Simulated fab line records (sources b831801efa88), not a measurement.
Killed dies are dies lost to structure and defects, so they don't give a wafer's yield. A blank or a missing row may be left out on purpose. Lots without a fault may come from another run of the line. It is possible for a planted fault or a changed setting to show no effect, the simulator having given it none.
fab line records -- flow sky130
record lots=13, wafers=39, last_day=50
route steps=708 shown METAL2@506 VIA4@659 METAL5@662 PASSIVATION@683 PAD_OPEN@708
lots that met no fault: taken from a fault-free run of the same line
start_h: hours from the record's opening day to when the first of the lot's shown wafers began -- wait_h: how many hours have passed since the lot's step before this one -- " unchanged from the row above -- L1.1+2: a row that stands for several wafers -- - either no value or no given start -- * or withheld: withheld -- < > ~ a bound
route shown NAME@n: a module of which the file shows steps, and the number in the route of the first -- usual: mean and standard deviation over wafers with no fault -- same: alike in all rows -- chamber/n: place in a boat -- sites: readings site by site -- _std_site: standard deviation across them -- _edge_site: mean of outer sites minus mean of inner sites -- radius_mm: for every site, how far away it sits from the centre of the wafer -- mask NAME#n: copy n -- behind: the tool/chamber that last shaped the wafer -- hold: why the lot was held/for how many hours/how that ended -- device: whichever transistor did not switch (one of n, p or np) -- end of line: the route-end tests of the same wafers -- for a step that has no rows: nothing shown but its recipe -- killed: not the wafer's yield, but the dies lost to structure and defects at the first sort -- map: a wafer's dies, x killed, . not, _ none there
set.NAME: the setting as run; set.NAME@STEP: as run at that earlier step -- model.NAME: the simulator's own value behind a step, which no gauge read
steps of the route over a sample of lots; a table a step, a row a wafer
services: when a tool's chamber went out of use (start_h, in hours from the record's first day, below 0 if earlier), for how many hours, and the reason
## steps
# step SKY_METAL2_CLEAN_23
# recipe chemistry=O3/DIW, dry=n2_spin
lot.wafer,tool,chamber,start_h,wait_h
L605.1+5+6,wet_bench-02,1,819.29,0.0
L606.3+4+5,wet_bench-04,0,828.37,0.0
L607.3+4+6,wet_bench-01,2,833.21,0.0
L608.1+2+3,wet_bench-01,0,838.61,0.0
L609.1+2+5,wet_bench-02,0,850.49,0.0
L611.1+3+6,wet_bench-04,3,880.16,0.0
L613.2+4+6,wet_bench-01,1,886.56,0.0
L614.1+4+6,wet_bench-01,1,895.51,0.0
L615.3+5+6,wet_bench-01,0,899.21,0.0
L617.2+5+6,wet_bench-01,1,924.89,0.0
L618.2+3+6,wet_bench-02,3,929.68,0.0
L622.2+4+5,wet_bench-01,0,942.16,0.0
L627.1+5+6,wet_bench-04,0,979.73,0.0
# step SKY_VIA4_THK_MEAS_20
# recipe thk_meas_gauge=xrf, reads=W_of_VIA4_CVD_18
# usual VIA4_W_THK=503/6.1
lot.wafer,tool,chamber,start_h,wait_h,VIA4_W_THK[nm]
L605.1,film_metro-03,-,1000.58,0.1,506
L605.5,film_metro-03,-,1000.58,0.1,505
L605.6,film_metro-03,-,1000.58,0.1,508
L606.3,film_metro-04,-,1010.17,0.1,499
L606.4,film_metro-04,-,1010.17,0.1,506
L606.5,film_metro-04,-,1010.17,0.1,510
L607.3,film_metro-03,-,1013.71,0.1,502
L607.4,film_metro-03,-,1013.71,0.1,503
L607.6,film_metro-03,-,1013.71,0.1,504
L608.1,film_metro-01,-,1020.30,0.1,512
L608.2,film_metro-01,-,1020.30,0.1,514
L608.3,film_metro-01,-,1020.30,0.1,507
L609.1,film_metro-03,-,1030.58,0.1,498
L609.2,film_metro-03,-,1030.58,0.1,501
L609.5,film_metro-03,-,1030.58,0.1,505
L611.1,film_metro-03,-,1057.45,0.1,505
L611.3,film_metro-03,-,1057.45,0.1,511
L611.6,film_metro-03,-,1057.45,0.1,511
L613.2,film_metro-03,-,1060.40,0.1,500
L613.4,film_metro-03,-,1060.40,0.1,499
L613.6,film_metro-03,-,1060.40,0.1,500
L614.1,film_metro-04,-,1068.95,0.1,490
L614.4,film_metro-04,-,1068.95,0.1,492
L614.6,film_metro-04,-,1068.95,0.1,496
L615.3,film_metro-04,-,1071.27,0.1,497
L615.5,film_metro-04,-,1071.27,0.1,501
L615.6,film_metro-04,-,1071.27,0.1,504
L617.2,film_metro-04,-,1092.37,0.1,503
L617.5,film_metro-04,-,1092.37,0.1,499
L617.6,film_metro-04,-,1092.37,0.1,507
L618.2,film_metro-03,-,1095.41,0.1,494
L618.3,film_metro-03,-,1095.41,0.1,493
L618.6,film_metro-03,-,1095.41,0.1,493
L622.2,film_metro-01,-,1107.66,0.1,497
L622.4,film_metro-01,-,1107.66,0.1,493
L622.5,film_metro-01,-,1107.66,0.1,502
L627.1,film_metro-03,-,1137.87,0.1,493
L627.5,film_metro-03,-,1137.87,0.1,495
L627.6,film_metro-03,-,1137.87,0.1,501
# step SKY_METAL5_SPUTTER_01
# recipe material=TiN, target_thk_nm=20, power_w=6500, time_s=16.7, chamber_pressure_pa=0.4
# usual throttle_valve_pct=30.4/1.6
lot.wafer,tool,chamber,start_h,wait_h,throttle_valve_pct
L605.1,pvd_sputter-01,-,1000.96,0.0,30.9
L605.5,pvd_sputter-01,-,1000.96,0.0,30.7
L605.6,pvd_sputter-01,-,1000.96,0.0,31.0
L606.3,pvd_sputter-01,-,1010.54,0.0,33.4
L606.4,pvd_sputter-01,-,1010.54,0.0,30.0
L606.5,pvd_sputter-01,-,1010.54,0.0,31.0
L607.3,pvd_sputter-03,-,1014.08,0.0,30.5
L607.4,pvd_sputter-03,-,1014.08,0.0,29.8
L607.6,pvd_sputter-03,-,1014.08,0.0,27.3
L608.1,pvd_sputter-03,-,1020.68,0.0,30.3
L608.2,pvd_sputter-03,-,1020.68,0.0,32.2
L608.3,pvd_sputter-03,-,1020.68,0.0,29.7
L609.1,pvd_sputter-01,-,1030.97,0.0,33.3
L609.2,pvd_sputter-01,-,1030.97,0.0,29.9
L609.5,pvd_sputter-01,-,1030.97,0.0,33.5
L611.1,pvd_sputter-01,-,1057.84,0.0,29.5
L611.3,pvd_sputter-01,-,1057.84,0.0,33.4
L611.6,pvd_sputter-01,-,1057.84,0.0,29.7
L613.2,pvd_sputter-03,-,1060.85,0.0,30.1
L613.4,pvd_sputter-03,-,1060.85,0.0,29.7
L613.6,pvd_sputter-03,-,1060.85,0.0,30.3
L614.1,pvd_sputter-03,-,1069.34,0.0,31.9
L614.4,pvd_sputter-03,-,1069.34,0.0,30.2
L614.6,pvd_sputter-03,-,1069.34,0.0,31.8
L615.3,pvd_sputter-03,-,1071.63,0.0,27.4
L615.5,pvd_sputter-03,-,1071.63,0.0,27.2
L615.6,pvd_sputter-03,-,1071.63,0.0,30.3
L617.2,pvd_sputter-01,-,1092.86,0.0,29.8
L617.5,pvd_sputter-01,-,1092.86,0.0,31.1
L617.6,pvd_sputter-01,-,1092.86,0.0,30.1
L618.2,pvd_sputter-01,-,1095.78,0.0,33.3
L618.3,pvd_sputter-01,-,1095.78,0.0,31.2
L618.6,pvd_sputter-01,-,1095.78,0.0,30.8
L622.2,pvd_sputter-02,-,1108.04,0.0,30.0
L622.4,pvd_sputter-02,-,1108.04,0.0,30.1
L622.5,pvd_sputter-02,-,1108.04,0.0,29.8
L627.1,pvd_sputter-03,-,1138.25,0.0,32.1
L627.5,pvd_sputter-03,-,1138.25,0.0,32.0
L627.6,pvd_sputter-03,-,1138.25,0.0,27.4
# step SKY_PASSIVATION_CVD_02
# recipe material=Si3N4, target_thk_nm=540, temp_c=400, time_s=withheld, rf_w=450
# usual heater_power_w=620/74
lot.wafer,tool,chamber,start_h,wait_h,heater_power_w
L605.1,pecvd-04,0,1024.51,0.1,709
L605.5,pecvd-04,0,1024.51,0.1,691
L605.6,pecvd-04,0,1024.51,0.1,696
L606.3,pecvd-04,1,1034.72,0.0,515
L606.4,pecvd-04,2,1034.72,0.0,615
L606.5,pecvd-04,0,1034.72,0.0,696
L607.3,pecvd-01,1,1038.17,0.1,669
L607.4,pecvd-01,0,1038.17,0.1,639
L607.6,pecvd-01,1,1038.17,0.1,689
L608.1,pecvd-01,1,1044.61,0.1,621
L608.2,pecvd-01,0,1044.61,0.1,614
L608.3,pecvd-01,0,1044.61,0.1,630
L609.1,pecvd-04,2,1054.22,0.1,546
L609.2,pecvd-04,0,1054.22,0.1,697
L609.5,pecvd-04,2,1054.22,0.1,572
L611.1,pecvd-04,1,1080.21,0.1,497
L611.3,pecvd-04,2,1080.21,0.1,554
L611.6,pecvd-04,0,1080.21,0.1,639
L613.2,pecvd-03,1,1083.19,0.0,701
L613.4,pecvd-03,0,1083.19,0.0,521
L613.6,pecvd-03,1,1083.19,0.0,564
L614.1,pecvd-03,1,1090.91,0.1,686
L614.4,pecvd-03,2,1090.91,0.1,781
L614.6,pecvd-03,0,1090.91,0.1,566
L615.3,pecvd-03,0,1092.91,0.0,550
L615.5,pecvd-03,1,1092.91,0.0,541
L615.6,pecvd-03,2,1092.91,0.0,748
L617.2,pecvd-01,2,1113.11,0.0,729
L617.5,pecvd-01,2,1113.11,0.0,581
L617.6,pecvd-01,0,1113.11,0.0,716
L618.2,pecvd-04,1,1116.16,0.0,563
L618.3,pecvd-04,2,1116.16,0.0,632
L618.6,pecvd-04,2,1116.16,0.0,648
L622.2,pecvd-03,2,1129.31,0.0,687
L622.4,pecvd-03,2,1129.31,0.0,738
L622.5,pecvd-03,1,1129.31,0.0,630
L627.1,pecvd-03,2,1157.53,0.1,698
L627.5,pecvd-03,2,1157.53,0.1,741
L627.6,pecvd-03,1,1157.53,0.1,605
# step SKY_PAD_OPEN_PROBE_99
# usual defect_limited_yield=82.3/2, killed_at_M0_to_M3=44/7.1, killed_at_M4_up=3.3/1.8, killed_at_contacts=24/5.1, killed_at_front_end=16/4.7, killed_at_other=0.3/0.52, killed_dies=87/9.7, killed_on_rim=17/3.8, killed_open=47/6.8, killed_short=39/6.7, sort_bin_3_pad_short=0.9/0.43, sort_bin_5_function=10.4/1.4, sort_bin_6_memory=6.4/1.2, sort_n_pass=405/9.7, sort_yield_pct=82.3/2
# same gross_dies=492, killed_at_back_side=0, sort_bin_4_leakage[%]=0, sort_bin_8_speed[%]=0
lot.wafer,tool,chamber,start_h,wait_h,defect_limited_yield[%],killed_at_M0_to_M3,killed_at_M4_up,killed_at_contacts,killed_at_front_end,killed_at_other,killed_dies,killed_on_rim,killed_open,killed_short,sort_bin_3_pad_short[%],sort_bin_5_function[%],sort_bin_6_memory[%],sort_n_pass,sort_yield_pct[%]
L606.3,prober-01,-,1081.85,0.2,83.1,40,2,28,13,0,83,13,44,39,0.4,12.0,4.5,409,83.1
L606.4,prober-01,-,1081.90,0.2,85.0,41,4,17,11,1,74,16,28,46,1.0,8.7,5.3,418,85.0
L606.5,prober-01,-,1081.95,0.2,81.7,49,3,22,15,1,90,17,47,43,0.8,12.6,4.9,402,81.7
L607.3,prober-02,-,1083.95,0.2,81.9,45,5,23,16,0,89,18,44,45,0.8,10.8,6.5,403,81.9
L607.4,prober-02,-,1084.00,0.2,83.3,41,2,22,17,0,82,14,45,37,0.4,10.2,6.1,410,83.3
L607.6,prober-02,-,1084.10,0.2,81.9,53,3,18,15,0,89,17,45,44,1.0,12.4,4.7,403,81.9
L608.1,prober-01,-,1089.24,0.1,84.3,45,5,15,12,0,77,23,42,35,1.0,8.7,5.9,415,84.3
L608.2,prober-01,-,1089.29,0.1,81.7,47,3,33,7,0,90,14,46,43,0.8,11.2,6.3,402,81.7
L608.3,prober-01,-,1089.34,0.2,83.1,42,0,23,18,0,83,18,47,36,0.8,8.3,7.7,409,83.1
L609.1,prober-02,-,1097.83,0.1,81.7,44,1,22,23,0,90,16,53,36,1.2,11.6,5.5,402,81.7
L609.2,prober-02,-,1097.88,0.1,83.3,38,3,24,17,0,82,19,46,36,0.6,12.2,3.9,410,83.3
L609.5,prober-02,-,1098.03,0.2,80.3,42,5,22,28,0,97,18,54,43,0.8,11.4,7.5,395,80.3
L615.3,prober-02,-,1134.69,0.2,84.1,34,2,34,8,0,78,19,40,38,1.4,8.9,5.5,414,84.1
L615.5,prober-02,-,1134.79,0.2,79.7,55,4,24,17,0,100,18,55,45,1.8,10.6,7.9,392,79.7
L615.6,prober-02,-,1134.84,0.2,77.8,53,3,30,23,0,109,21,54,55,1.6,12.2,8.3,383,77.8
L618.2,prober-01,-,1157.00,0.1,80.9,51,2,24,17,0,94,15,53,41,0.8,10.0,8.3,398,80.9
L618.3,prober-01,-,1157.05,0.2,83.3,46,3,24,9,0,82,15,42,40,0.8,8.7,7.1,410,83.3
L618.6,prober-01,-,1157.20,0.2,81.7,48,7,14,20,1,90,13,52,38,0.8,11.4,6.1,402,81.7
L622.2,prober-01,-,1168.08,0.1,76.4,85,1,23,7,0,116,29,35,31,4.5,13.2,5.9,376,76.4
L622.4,prober-01,-,1168.18,0.2,73.0,100,1,17,14,1,133,31,40,42,5.1,13.4,8.5,359,73.0
L622.5,prober-01,-,1168.23,0.2,76.4,84,2,15,15,0,116,29,42,27,5.9,13.4,4.3,376,76.4
L627.1,prober-02,-,1192.17,0.1,78.9,54,2,22,24,2,104,15,54,49,2.0,12.6,6.5,388,78.9
L627.5,prober-02,-,1192.37,0.2,84.6,31,3,25,16,1,76,14,38,37,0.6,10.0,4.9,416,84.6
L627.6,prober-02,-,1192.42,0.2,81.7,44,5,25,16,0,90,21,45,45,0.8,10.2,7.3,402,81.7
# killed by level:class
L606.3 VIA1:geometric_particle:open=12 CONTACT:geometric_particle:open=9 VIA3:geometric_particle:open=9 LOCAL_INTERCONNECT:geometric_particle:short=6 LI_CONTACT:geometric_particle:open=5 VIA1:geometric_particle:short=5 CONTACT:geometric_particle:short=5 POLY_GATE:geometric_particle:short=4
L606.4 METAL2:geometric_particle:short=9 VIA1:geometric_particle:open=6 FIELD_ISO:geometric_particle:short=5 CONTACT:geometric_particle:open=5 CONTACT:geometric_particle:short=5 METAL1:geometric_particle:short=5 VIA2:geometric_particle:open=5 VIA2:geometric_particle:short=5
L606.5 CONTACT:geometric_particle:open=12 VIA1:geometric_particle:open=9 VIA2:geometric_particle:open=8 METAL2:geometric_particle:short=6 VIA3:geometric_particle:open=6 VIA3:geometric_particle:short=6 LI_CONTACT:geometric_particle:short=5 POLY_GATE:geometric_particle:short=4
L607.3 VIA1:geometric_particle:open=11 CONTACT:geometric_particle:open=10 POLY_GATE:geometric_particle:short=6 METAL2:geometric_particle:short=6 LI_CONTACT:geometric_particle:open=6 VIA3:geometric_particle:short=6 METAL1:geometric_particle:short=5 VIA3:geometric_particle:open=4
L607.4 CONTACT:geometric_particle:open=9 VIA3:geometric_particle:open=7 VIA1:geometric_particle:open=6 METAL2:geometric_particle:short=6 FIELD_ISO:geometric_particle:short=5 POLY_GATE:geometric_particle:short=5 LI_CONTACT:geometric_particle:open=5 VIA2:geometric_particle:open=5
L607.6 VIA2:geometric_particle:open=11 METAL2:geometric_particle:short=10 FIELD_ISO:geometric_particle:open=6 VIA3:geometric_particle:open=6 LI_CONTACT:geometric_particle:open=6 VIA2:geometric_particle:short=6 CONTACT:geometric_particle:open=5 VIA1:geometric_particle:open=5
L608.1 VIA1:geometric_particle:open=13 METAL2:geometric_particle:short=9 VIA3:geometric_particle:open=6 CONTACT:geometric_particle:open=5 VIA3:geometric_particle:short=5 FIELD_ISO:geometric_particle:short=4 FIELD_ISO:geometric_particle:open=4 LOCAL_INTERCONNECT:geometric_particle:short=4
L608.2 CONTACT:geometric_particle:open=12 VIA1:geometric_particle:open=10 METAL1:geometric_particle:short=9 VIA3:geometric_particle:open=7 LI_CONTACT:geometric_particle:open=5 LOCAL_INTERCONNECT:geometric_particle:short=5 CONTACT:geometric_particle:short=5 VIA2:geometric_particle:open=5
L608.3 VIA1:geometric_particle:open=10 FIELD_ISO:geometric_particle:open=7 VIA2:geometric_particle:open=7 LI_CONTACT:geometric_particle:open=6 VIA3:geometric_particle:open=6 CONTACT:geometric_particle:short=6 CONTACT:geometric_particle:open=6 LOCAL_INTERCONNECT:geometric_particle:short=5
L609.1 CONTACT:geometric_particle:open=9 VIA1:geometric_particle:open=9 VIA2:geometric_particle:open=8 FIELD_ISO:geometric_particle:open=7 VIA3:geometric_particle:open=7 FIELD_ISO:geometric_particle:short=5 VIA1:geometric_particle:short=5 POLY_GATE:geometric_particle:open=4
L609.2 VIA2:geometric_particle:open=11 LI_CONTACT:geometric_particle:open=8 CONTACT:geometric_particle:open=6 VIA3:geometric_particle:open=6 LOCAL_INTERCONNECT:geometric_particle:short=5 VIA1:geometric_particle:short=4 FIELD_ISO:geometric_particle:open=3 FIELD_ISO:geometric_particle:short=3
L609.5 VIA1:geometric_particle:open=14 LI_CONTACT:geometric_particle:open=9 POLY_GATE:geometric_particle:short=7 CONTACT:geometric_particle:open=7 FIELD_ISO:geometric_particle:short=6 METAL2:geometric_particle:short=6 VIA3:geometric_particle:open=6 POLY_GATE:geometric_particle:open=5
L615.3 CONTACT:geometric_particle:open=11 LI_CONTACT:geometric_particle:short=9 VIA1:geometric_particle:open=9 VIA1:geometric_particle:short=7 LI_CONTACT:geometric_particle:open=6 POLY_GATE:geometric_particle:open=4 CONTACT:geometric_particle:short=4 METAL1:geometric_particle:short=4
L615.5 CONTACT:geometric_particle:open=12 VIA1:geometric_particle:open=12 VIA3:geometric_particle:open=9 METAL2:geometric_particle:short=7 METAL1:geometric_particle:short=6 VIA2:geometric_particle:short=5 FIELD_ISO:geometric_particle:open=4 POLY_CUT:geometric_particle:short=4
L615.6 VIA1:geometric_particle:open=15 METAL2:geometric_particle:short=10 FIELD_ISO:geometric_particle:short=8 LOCAL_INTERCONNECT:geometric_particle:short=7 CONTACT:geometric_particle:open=7 VIA2:geometric_particle:open=7 FIELD_ISO:geometric_particle:open=6 CONTACT:geometric_particle:short=6
L618.2 CONTACT:geometric_particle:open=12 VIA1:geometric_particle:short=10 VIA1:geometric_particle:open=9 VIA3:geometric_particle:open=8 FIELD_ISO:geometric_particle:open=7 METAL2:geometric_particle:short=6 VIA2:geometric_particle:open=5 FIELD_ISO:geometric_particle:short=4
L618.3 VIA1:geometric_particle:open=11 CONTACT:geometric_particle:open=10 CONTACT:geometric_particle:short=7 VIA3:geometric_particle:open=6 FIELD_ISO:geometric_particle:short=5 VIA2:geometric_particle:open=5 VIA1:geometric_particle:short=5 METAL2:geometric_particle:short=5
L618.6 VIA1:geometric_particle:open=10 METAL2:geometric_particle:short=8 VIA2:geometric_particle:open=8 POLY_GATE:geometric_particle:open=6 VIA1:geometric_particle:short=6 FIELD_ISO:geometric_particle:open=5 LI_CONTACT:geometric_particle:open=5 CONTACT:geometric_particle:open=4
L622.2 METAL2:unspecified=50 VIA1:geometric_particle:open=12 METAL1:geometric_particle:short=9 LI_CONTACT:geometric_particle:open=7 CONTACT:geometric_particle:open=6 CONTACT:geometric_particle:short=5 LOCAL_INTERCONNECT:geometric_particle:short=3 VIA1:geometric_particle:short=3
L622.4 METAL2:unspecified=51 METAL1:geometric_particle:short=13 VIA1:geometric_particle:open=13 CONTACT:geometric_particle:open=10 VIA2:geometric_particle:open=5 METAL2:geometric_particle:short=5 FIELD_ISO:geometric_particle:short=4 METAL3:geometric_particle:short=4
L622.5 METAL2:unspecified=47 VIA3:geometric_particle:open=10 VIA1:geometric_particle:open=8 CONTACT:geometric_particle:open=7 CONTACT:geometric_particle:short=5 METAL3:geometric_particle:short=3 SPACER:geometric_particle:short=3 METAL1:geometric_particle:short=3
L627.1 VIA1:geometric_particle:open=16 CONTACT:geometric_particle:open=9 FIELD_ISO:geometric_particle:short=8 VIA3:geometric_particle:open=7 VIA1:geometric_particle:short=7 VIA2:geometric_particle:open=6 CONTACT:geometric_particle:short=5 METAL2:geometric_particle:short=5
L627.5 CONTACT:geometric_particle:open=9 METAL2:geometric_particle:short=8 FIELD_ISO:geometric_particle:open=7 CONTACT:geometric_particle:short=7 LI_CONTACT:geometric_particle:open=4 VIA1:geometric_particle:short=4 VIA1:geometric_particle:open=4 LOCAL_INTERCONNECT:geometric_particle:open=3
L627.6 VIA1:geometric_particle:short=7 LOCAL_INTERCONNECT:geometric_particle:short=7 CONTACT:geometric_particle:open=7 METAL1:geometric_particle:short=7 VIA2:geometric_particle:open=6 POLY_GATE:geometric_particle:open=6 METAL2:geometric_particle:short=5 VIA3:geometric_particle:open=5
## services
tool,chamber,start_h,hours,kind
pecvd-01,-,801.43,1.7,repair
pecvd-04,-,826.42,0.9,repair
wet_bench-02,-,866.43,7.3,repair
pvd_sputter-01,-,877.90,3.2,repair
pecvd-01,1,893.50,16.2,repair
pvd_sputter-01,-,901.31,6.1,repair
pvd_sputter-02,-,903.64,2.6,repair
pecvd-04,2,904.66,13.0,repair
pecvd-03,-,933.07,5.5,pm
wet_bench-01,-,955.21,5.2,repair
pecvd-01,-,965.55,5.5,pm
wet_bench-02,-,976.66,6.1,repair
pvd_sputter-02,-,1003.50,3.2,repair
pecvd-04,1,1020.55,5.5,repair
pecvd-04,2,1021.96,11.4,repair
wet_bench-04,-,1024.39,2.1,repair
pecvd-03,-,1029.50,0.5,repair
pecvd-04,-,1045.30,4.3,pm
pvd_sputter-01,-,1075.63,2.3,repair
pecvd-04,0,1107.54,14.7,repair
pecvd-04,1,1110.30,3.0,repair
pecvd-01,-,1114.83,6.0,pm
pecvd-04,-,1138.77,5.5,pm
wet_bench-02,-,1152.92,3.7,repair
## key
first_sign step=SKY_PAD_OPEN_PROBE_99, reading=sort_bin_3_pad_short, direction=up, sigmas=9.9, usual=0.9, struck=5.1
effect step=SKY_PAD_OPEN_PROBE_99, reading=killed_at_M0_to_M3, direction=up, sigmas=6.4, usual=44, struck=90
met_at SKY_METAL2_CLEAN_23
struck_lots L622
struck_wafers L622.2,L622.4,L622.5
not_acting_at SKY_VIA4_THK_MEAS_20,SKY_METAL5_SPUTTER_01,SKY_PASSIVATION_CVD_02
onset_between 899.21 942.16
fault kind=chamber_particle_source, tool=wet_bench-01, chamber=0, onset_h=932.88, steps=SKY_METAL2_CLEAN_23, rate_per_visit_cm2=2.0461, end_h=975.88
